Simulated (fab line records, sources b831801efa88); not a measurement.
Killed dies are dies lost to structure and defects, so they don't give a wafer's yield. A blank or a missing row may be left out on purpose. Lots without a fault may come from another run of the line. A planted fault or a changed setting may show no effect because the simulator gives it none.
fab line records | flow sfq_line
record lots=16 wafers=48 last_day=80
route steps=325 shown I0@54 M1@68 I1@80
lots that met no fault: from a run of the same line without faults
start_h: hours from the record's first day to the start of the lot's first wafer shown | wait_h: hours since the lot's step before | " the same as in the row above | L1.1+2: a row that stands for several wafers | - no value, or no start given | * or withheld: withheld | < > ~ a bound
route shown NAME@n: a module of which the file shows steps, and the number in the route of the first | usual: mean/standard deviation of fault-free wafers | same: alike in all rows | chamber/n: place in a boat | sites: the reading at each site | _std_site: their standard deviation | _edge_site: outer sites' mean less inner sites' | radius_mm: how far each site lies from the wafer's centre | mask NAME#n: copy n | behind: the tool/chamber that last shaped the wafer | hold: why the lot was held/for how many hours/how that ended | device: the transistor (n, p or np) that didn't switch | end of line: the same wafers' tests at the end of the route | a step without rows: its recipe alone | killed: dies lost to structure and defects at the first sort, not the wafer's yield | map: a wafer's dies, x killed, . not, _ none there
set.NAME: the setting as run; set.NAME@STEP: as run at that earlier step | model.NAME: the simulator's own value behind a step, which no gauge read
steps of the route over a sample of lots; a table a step, a row a wafer
services: from which hour (start_h, from the record's first day; less than 0 if before it) a tool's chamber was out of use, for how many hours, and why
## steps
# step SFQ_TRILAYER_I0_VIA_BARC_OPEN_VIA_ETCH_046
# recipe mask_material=PR chemistry=O2 target_depth_nm=125 target=BARC source_w=500 bias_w=80 pressure_mtorr=30 time_s=41.7
# usual drypump_motor_current_A=5.8/0.43 oes_product_au=0.685/0.0044
# same time_s=41.7
# columns lot.wafer tool chamber start_h wait_h drypump_motor_current_A oes_product_au rf_hours_counter_h
L132.2 rie_diel-03 0 290.86 0.0 5.8 0.691 118
L132.3 " 3 " " 5.5 0.688 0
L132.6 " 0 " " 5.8 0.686 -
L133.1 rie_diel-01 2 294.46 0.0 5.6 0.679 29
L133.4 " 3 " " 6.0 0.684 8
L133.6 " 2 " " 5.7 0.681 -
L134.1 rie_diel-01 0 302.86 0.0 6.6 0.682 97
L134.3 " 1 " " 6.2 0.683 14
L134.5 " 0 " " 6.6 0.684 -
L135.2 rie_diel-03 1 308.86 0.0 5.9 0.683 7
L135.4 " 0 " " 5.8 0.691 118
L135.5 " 3 " " 5.5 0.679 -
L136.1 rie_diel-03 1 338.39 0.0 5.9 0.677 7
L136.3 " 0 " " 5.8 0.683 118
L136.4 " 3 " " 5.5 0.678 1
L138.2 rie_diel-01 1 349.19 0.0 6.1 0.687 14
L138.4 " 2 " " 5.6 0.687 30
L138.6 " 1 " " 6.2 0.688 -
L139.1 rie_diel-01 2 356.24 0.0 5.6 0.684 30
L139.4 " 0 " " 6.6 0.676 97
L139.5 " 0 " " 6.6 0.685 -
L140.2 rie_diel-02 1 365.23 0.0 5.6 0.690 82
L140.4 " 3 " " 5.2 0.690 -
L140.5 " 1 " " 5.6 0.678 -
L142.1 rie_diel-03 0 529.59 0.0 5.8 0.683 1
L142.2 " 1 " " 6.0 0.692 10
L142.4 " 3 " " 5.5 0.679 4
L143.4 rie_diel-03 0 539.19 0.0 5.9 0.694 2
L143.5 " 3 " " 5.5 0.684 -
L143.6 " 2 " " 5.2 0.685 -
L144.1 rie_diel-01 3 552.39 0.0 6.0 0.683 12
L144.5 " 0 " " 6.6 0.683 -
L144.6 " 1 " " 6.2 0.684 -
L145.3 rie_diel-01 0 560.79 0.0 6.6 0.683 1
L145.4 " 3 " " 6.0 0.683 12
L145.6 " 1 " " 6.1 0.679 -
L146.2 rie_diel-02 2 570.39 0.0 6.1 0.685 2
L146.3 " 3 " " 5.2 0.695 0
L146.6 " 3 " " 5.2 0.685 -
L147.3 rie_diel-01 1 577.59 0.0 6.1 0.681 17
L147.4 " 3 " " 6.0 0.680 12
L147.5 " 2 " " 5.6 0.676 -
L148.2 rie_diel-03 2 583.71 0.0 5.1 0.689 5
L148.3 " 0 " " 5.8 0.680 2
L148.6 " 2 " " 5.2 0.685 -
L153.2 rie_diel-01 3 648.56 0.0 6.0 0.683 13
L153.4 " 1 " " 6.2 0.689 18
L153.6 " 1 " " 6.2 0.691 -
# step SFQ_TRILAYER_I0_VIA_STRIP_STRIP_035
# recipe gas=O2 power_w=200 platen_temp_c=40 overash_fraction=0.65 chemistry=O2 pressure_mtorr=50
# usual drypump_motor_current_A=6.0/0.45 oes_product_au=1.002/0.01
# columns lot.wafer tool chamber start_h wait_h drypump_motor_current_A oes_product_au rf_hours_counter_h
L132.2 rie_metal-01 1 291.02 - 6.3 1.008 80
L132.3 " 0 " " 5.3 0.985 -
L132.6 " 1 " " 6.3 0.995 -
L133.1 rie_metal-02 0 294.62 - 6.6 0.994 71
L133.4 " 0 " " 6.6 0.995 -
L133.6 " 0 " " 6.5 1.006 -
L134.1 rie_metal-03 1 303.02 - 6.1 0.981 57
L134.3 " 1 " " 6.1 0.993 -
L134.5 " 1 " " 6.1 0.987 -
L135.2 rie_metal-03 1 309.22 - 6.1 0.987 -
L135.4 " 1 " " 6.1 0.988 -
L135.5 " 1 " " 6.1 0.998 -
L136.1 rie_metal-03 1 338.55 - 6.1 0.990 62
L136.3 " 1 " " 6.1 0.995 -
L136.4 " 0 " " 5.5 1.008 -
L138.2 rie_metal-01 0 349.35 - 5.3 1.019 108
L138.4 " 0 " " 5.3 1.004 -
L138.6 " 1 " " 6.3 1.013 -
L139.1 rie_metal-02 1 356.39 - 6.3 1.005 132
L139.4 " 0 " " 6.5 0.999 -
L139.5 " 1 " " 6.3 0.995 -
L140.2 rie_metal-03 1 365.38 - 6.1 0.988 66
L140.4 " 0 " " 5.5 1.017 -
L140.5 " 1 " " 6.1 0.984 -
L142.1 rie_metal-03 1 529.74 - 6.1 0.999 81
L142.2 " 0 " " 5.5 0.998 24
L142.4 " 0 " " 5.5 1.005 -
L143.4 rie_metal-02 0 539.94 - 6.6 0.993 -
L143.5 " 0 " " 6.6 1.006 -
L143.6 " 0 " " 6.5 0.996 -
L144.1 rie_metal-01 1 552.54 - 6.3 1.001 113
L144.5 " 0 " " 5.3 1.002 -
L144.6 " 1 " " 6.3 1.000 -
L145.3 rie_metal-01 0 561.14 - 5.3 0.999 -
L145.4 " 1 " " 6.3 1.015 -
L145.6 " 1 " " 6.3 1.007 -
L146.2 rie_metal-01 1 570.54 - 6.3 1.003 115
L146.3 " 1 " " 6.3 1.017 -
L146.6 " 1 " " 6.3 1.018 -
L147.3 rie_metal-02 0 578.01 - 6.5 0.995 -
L147.4 " 1 " " 6.3 1.013 -
L147.5 " 1 " " 6.3 1.015 -
L148.2 rie_metal-01 1 583.86 - 6.2 0.997 117
L148.3 " 0 " " 5.3 1.001 -
L148.6 " 0 " " 5.3 1.006 -
L153.2 rie_metal-01 0 648.71 - 5.3 1.004 144
L153.4 " 1 " " 6.3 1.002 -
L153.6 " 0 " " 5.3 1.007 -
# step SFQ_M1_OVL_MEAS_911
# usual M1_OVL=0/6.2
# columns lot.wafer tool chamber start_h wait_h M1_OVL[nm]
L132.2 overlay-01 - 423.53 0.1 5
L132.3 " - " " 2
L132.6 " - " " 7
L133.1 overlay-01 - 429.65 0.1 3
L133.4 " - " " -9
L133.6 " - " " -7
L134.1 overlay-02 - 436.85 0.1 0
L134.3 " - " " 1
L134.5 " - " " -2
L135.2 overlay-02 - 447.65 0.1 3
L135.4 " - " " 0
L135.5 " - " " 11
L136.1 overlay-01 - 487.42 0.1 6
L136.3 " - " " -2
L136.4 " - " " 14
L138.2 overlay-01 - 498.23 0.1 -1
L138.4 " - " " 0
L138.6 " - " " -3
L139.1 overlay-01 - 507.82 0.1 5
L139.4 " - " " -5
L139.5 " - " " 6
L140.2 overlay-01 - 521.03 0.1 2
L140.4 " - " " 2
L140.5 " - " " -8
L142.1 overlay-02 - 533.06 0.1 9
L142.2 " - " " 5
L142.4 " - " " 0
L143.4 overlay-02 - 543.28 0.1 -2
L143.5 " - " " 1
L143.6 " - " " -10
L144.1 overlay-02 - 555.86 0.1 8
L144.5 " - " " 4
L144.6 " - " " -7
L145.3 overlay-02 - 564.28 0.1 5
L145.4 " - " " 1
L145.6 " - " " 1
L146.2 overlay-01 - 573.87 0.1 3
L146.3 " - " " 2
L146.6 " - " " 6
L147.3 overlay-02 - 581.28 0.1 -11
L147.4 " - " " -1
L147.5 " - " " -9
L148.2 overlay-02 - 739.85 0.1 -4
L148.3 " - " " -9
L148.6 " - " " 0
L153.2 overlay-02 - 803.53 0.1 -1
L153.4 " - " " -3
L153.6 " - " " -7
# step SFQ_TRILAYER_I1_VIA_LITHO_EXPOSE_050
# recipe mask_id=I1 na=0.6 source_shape=conventional sigma_outer=0.65 target_cd_nm=500 dose_mj=21.3
# usual reticle_temp_C=23.00/0.1
# columns lot.wafer tool chamber start_h wait_h mask reticle_temp_C
L132.2 krf_scanner-02 0 594.37 - I1#0 23.11
L132.3 " 0 " " I1#0 23.02
L132.6 " 0 " " I1#0 23.11
L133.1 krf_scanner-02 0 598.97 - I1#0 22.98
L133.4 " 0 " " I1#0 22.92
L133.6 " 0 " " I1#0 23.02
L134.1 krf_scanner-02 0 606.17 - I1#0 22.89
L134.3 " 0 " " I1#0 23.06
L134.5 " 0 " " I1#0 22.88
L135.2 krf_scanner-02 0 614.77 - I1#0 23.08
L135.4 " 0 " " I1#0 23.03
L135.5 " 0 " " I1#0 22.99
L136.1 krf_scanner-02 0 655.42 - I1#0 23.01
L136.3 " 0 " " I1#0 22.70
L136.4 " 0 " " I1#0 22.75
L138.2 krf_scanner-02 0 664.02 - I1#0 22.99
L138.4 " 0 " " I1#0 22.95
L138.6 " 0 " " I1#0 22.76
L139.1 krf_scanner-02 0 675.82 - I1#0 23.07
L139.4 " 0 " " I1#0 22.90
L139.5 " 0 " " I1#0 23.03
L140.2 krf_scanner-02 0 685.62 - I1#0 22.82
L140.4 " 0 " " I1#0 22.92
L140.5 " 0 " " I1#0 22.81
L142.1 krf_scanner-01 0 696.35 - I1#0 23.01
L142.2 " 0 " " I1#0 23.00
L142.4 " 0 " " I1#0 22.98
L143.4 krf_scanner-01 0 707.75 - I1#0 22.87
L143.5 " 0 " " I1#0 22.87
L143.6 " 0 " " I1#0 23.03
L144.1 krf_scanner-01 0 716.75 - I1#0 23.09
L144.5 " 0 " " I1#0 22.96
L144.6 " 0 " " I1#0 23.11
L145.3 krf_scanner-01 0 724.35 - I1#0 23.00
L145.4 " 0 " " I1#0 23.07
L145.6 " 0 " " I1#0 23.09
L146.2 krf_scanner-01 0 733.75 - I1#0 22.92
L146.3 " 0 " " I1#0 22.98
L146.6 " 0 " " I1#0 23.03
L147.3 krf_scanner-01 0 742.35 - I1#0 22.98
L147.4 " 0 " " I1#0 22.93
L147.5 " 0 " " I1#0 23.06
L148.2 krf_scanner-02 0 746.32 - I1#0 22.97
L148.3 " 0 " " I1#0 22.99
L148.6 " 0 " " I1#0 22.94
L153.2 krf_scanner-01 0 818.94 - I1#0 23.02
L153.4 " 0 " " I1#0 22.99
L153.6 " 0 " " I1#0 22.96
# step SFQ_I1_OVL_MEAS_913
# usual I1_OVL=-1/5.6
# columns lot.wafer tool chamber start_h wait_h hold I1_OVL[nm]
L132.2 overlay-02 - 595.68 0.1 - 0
L132.3 " - " " - -7
L132.6 " - " " - -3
L133.1 overlay-01 - 600.47 0.1 - -2
L133.4 " - " " - 1
L133.6 " - " " - 1
L134.1 overlay-01 - 607.67 0.1 - 4
L134.3 " - " " - 0
L134.5 " - " " - 2
L135.2 overlay-02 - 616.08 0.1 - -2
L135.4 " - " " - -3
L135.5 " - " " - -2
L136.1 overlay-02 - 656.92 0.1 - 4
L136.3 " - " " - 5
L136.4 " - " " - 7
L138.2 overlay-02 - 665.33 0.1 - 1
L138.4 " - " " - 7
L138.6 " - " " - 3
L139.1 overlay-01 - 677.32 0.1 - -1
L139.4 " - " " - 5
L139.5 " - " " - -7
L140.2 overlay-02 - 686.93 0.1 - -3
L140.4 " - " " - -3
L140.5 " - " " - 8
L142.1 overlay-02 - 697.85 0.1 - -3
L142.2 " - " " - 2
L142.4 " - " " - 1
L143.4 overlay-01 - 708.66 0.1 - -1
L143.5 " - " " - -7
L143.6 " - " " - -1
L144.1 overlay-01 - 718.25 0.1 - -5
L144.5 " - " " - -8
L144.6 " - " " - 5
L145.3 overlay-01 - 725.46 0.1 await_dispo/0.2h/release 160
L145.4 " - " " await_dispo/0.2h/release 169
L145.6 " - " " await_dispo/0.2h/release 170
L145.3 overlay-01 - 725.66 0.2 - 157
L145.4 " - " " - 164
L145.6 " - " " - 165
L146.2 overlay-01 - 735.05 0.1 await_dispo/0.2h/release 166
L146.3 " - " " await_dispo/0.2h/release 168
L146.6 " - " " await_dispo/0.2h/release 167
L146.2 overlay-01 - 735.25 0.2 - 162
L146.3 " - " " - 164
L146.6 " - " " - 163
L147.3 overlay-02 - 743.46 0.1 await_dispo/0.2h/release 167
L147.4 " - " " await_dispo/0.2h/release 165
L147.5 " - " " await_dispo/0.2h/release 168
L147.3 overlay-02 - 743.66 0.2 - 163
L147.4 " - " " - 162
L147.5 " - " " - 165
L148.2 overlay-02 - 747.62 0.1 - -19
L148.3 " - " " - -12
L148.6 " - " " - -19
L153.2 overlay-02 - 820.25 0.1 await_dispo/0.2h/release 168
L153.4 " - " " await_dispo/0.2h/release 168
L153.6 " - " " await_dispo/0.2h/release 169
L153.2 overlay-02 - 820.45 0.2 - 165
L153.4 " - " " - 165
L153.6 " - " " - 166
## services
# columns tool chamber start_h hours kind
krf_scanner-02 - 278.85 0.8 pm
krf_scanner-01 - 308.14 1.0 pm
krf_scanner-01 - 309.14 7.2 pm
rie_diel-01 0 312.74 18.0 repair
krf_scanner-01 - 318.74 0.8 pm
krf_scanner-02 - 328.93 4.4 pm
krf_scanner-02 - 350.96 1.0 pm
krf_scanner-01 - 371.26 5.4 repair
krf_scanner-02 - 391.90 1.3 pm
krf_scanner-02 - 420.76 2.5 repair
rie_diel-01 2 427.32 7.7 repair
rie_diel-01 3 442.46 4.9 repair
krf_scanner-02 - 447.35 0.8 pm
krf_scanner-02 - 462.67 6.6 repair
krf_scanner-02 - 473.44 1.7 repair
krf_scanner-02 - 520.72 1.0 pm
krf_scanner-02 - 567.43 1.3 pm
rie_diel-01 3 606.85 7.2 repair
krf_scanner-02 - 616.97 0.8 pm
krf_scanner-02 - 620.57 6.7 repair
krf_scanner-02 - 689.02 1.0 pm
krf_scanner-02 - 743.33 1.3 pm
krf_scanner-02 - 784.94 0.8 pm
krf_scanner-02 - 819.64 4.0 pm
## key
first_sign step=SFQ_I1_OVL_MEAS_913 reading=visit direction=added
effect step=SFQ_I1_OVL_MEAS_913 reading=I1_OVL direction=up sigmas=30 usual=-1 struck=167
met_at SFQ_TRILAYER_I1_VIA_LITHO_EXPOSE_050
struck_lots L145,L146,L147,L153
not_acting_at SFQ_TRILAYER_I0_VIA_BARC_OPEN_VIA_ETCH_046,SFQ_TRILAYER_I0_VIA_STRIP_STRIP_035,SFQ_M1_OVL_MEAS_911
onset_between 716.75 724.35
fault kind=scanner_matching_overlay tool=krf_scanner-01 chamber=- onset_h=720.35 steps=SFQ_TRILAYER_I1_VIA_LITHO_EXPOSE_050 offset=168.44
